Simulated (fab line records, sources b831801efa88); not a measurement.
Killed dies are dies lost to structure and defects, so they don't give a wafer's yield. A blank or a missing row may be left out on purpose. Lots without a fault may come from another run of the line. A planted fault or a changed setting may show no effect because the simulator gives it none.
Which tool did it? | flow sfq_line | 14 lots, 42 wafers sampled, at 1 step of a route of 325

WHAT THE GAUGES READ, wafer by wafer
The record holds no reading of a measuring or inspecting step that can be judged against a usual standard deviation.

WHICH TOOL RAN EACH LOT (tool, then ch and the chambers of the sampled wafers, then the start)
lot  | SFQ_TRILAYER_M8_LITHO_EXPOSE_194
L935 | krf_scanner-01 ch 0, day 76 23:40
L936 | krf_scanner-01 ch 0, day 77 03:28
L937 | krf_scanner-02 ch 0, day 77 06:59
L938 | krf_scanner-01 ch 0, day 77 18:31
L939 | krf_scanner-02 ch 0, day 77 23:59
L940 | krf_scanner-02, day 78 04:23
L941 | krf_scanner-02, day 78 10:23
L942 | krf_scanner-02 ch 0, day 78 13:11
L946 | krf_scanner-02 ch 0, day 79 09:11
L950 | krf_scanner-02 ch 0, day 79 17:35
L954 | krf_scanner-02 ch 0, day 80 11:47
L955 | krf_scanner-02 ch 0, day 80 12:47
L956 | krf_scanner-02 ch 0, day 80 14:11
L957 | krf_scanner-02 ch 0, day 80 18:47
- SFQ_TRILAYER_M8_LITHO_EXPOSE_194: exposes mask M8, target cd 2000 nm.

WHAT THE TOOLS THEMSELVES READ (means of the sampled wafers that have a number; where no wafer has one, the mark that the record gives instead)
SFQ_TRILAYER_M8_LITHO_EXPOSE_194.
lot  | tool           | exposure_dose_mJ_cm2 | focus_offset_nm (nm)
L935 | krf_scanner-01 | 14.410               | 0.1
L936 | krf_scanner-01 | 14.411               | -0.3
L937 | krf_scanner-02 | 14.392               | 0.7
L938 | krf_scanner-01 | 14.402               | 0.1
L939 | krf_scanner-02 | 14.380               | -0.7
L940 | krf_scanner-02 | -                    | -
L941 | krf_scanner-02 | -                    | -
L942 | krf_scanner-02 | 14.420               | -0.0
L946 | krf_scanner-02 | 14.403               | 0.2
L950 | krf_scanner-02 | 14.406               | -0.3
L954 | krf_scanner-02 | 14.398               | -0.1
L955 | krf_scanner-02 | 14.394               | 0.1
L956 | krf_scanner-02 | 14.407               | -0.4
L957 | krf_scanner-02 | 14.406               | 0.1

THE ANSWER, worked out from the rows above alone
Rule: what is usual is taken from the lots themselves. Put in order of their means at a reading, lots are off if they are a third of the lots or fewer, leave a main group of 4 or more, and stand apart from it by a gap of 3 or more times the standard deviation of the main group's means; of several such gaps the widest counts. A main group whose means are all the same, to the digits that the tables above print for the reading, isn't used. A lot without any number at a reading at which 4 lots or more have one is off too. The other lots that the step has rows for count as sound. The gauges are gone through in route order, then the tools' own readings, and for those a lot's mean is taken as printed above. The first step at which some lot is off is used, and at that step the reading that is off furthest; a lot without a number counts as furthest.
Off: L940, L941, at SFQ_TRILAYER_M8_LITHO_EXPOSE_194 (exposure_dose_mJ_cm2). Without a number there: L940, L941. The main group: mean 14.402, standard deviation 0.01.
A tool fits if, at that step or a process step before it, it ran every lot that is off, and no sound lot after the first of them. None of those tried fits.

WHAT THE SIMULATOR HAD PUT IN
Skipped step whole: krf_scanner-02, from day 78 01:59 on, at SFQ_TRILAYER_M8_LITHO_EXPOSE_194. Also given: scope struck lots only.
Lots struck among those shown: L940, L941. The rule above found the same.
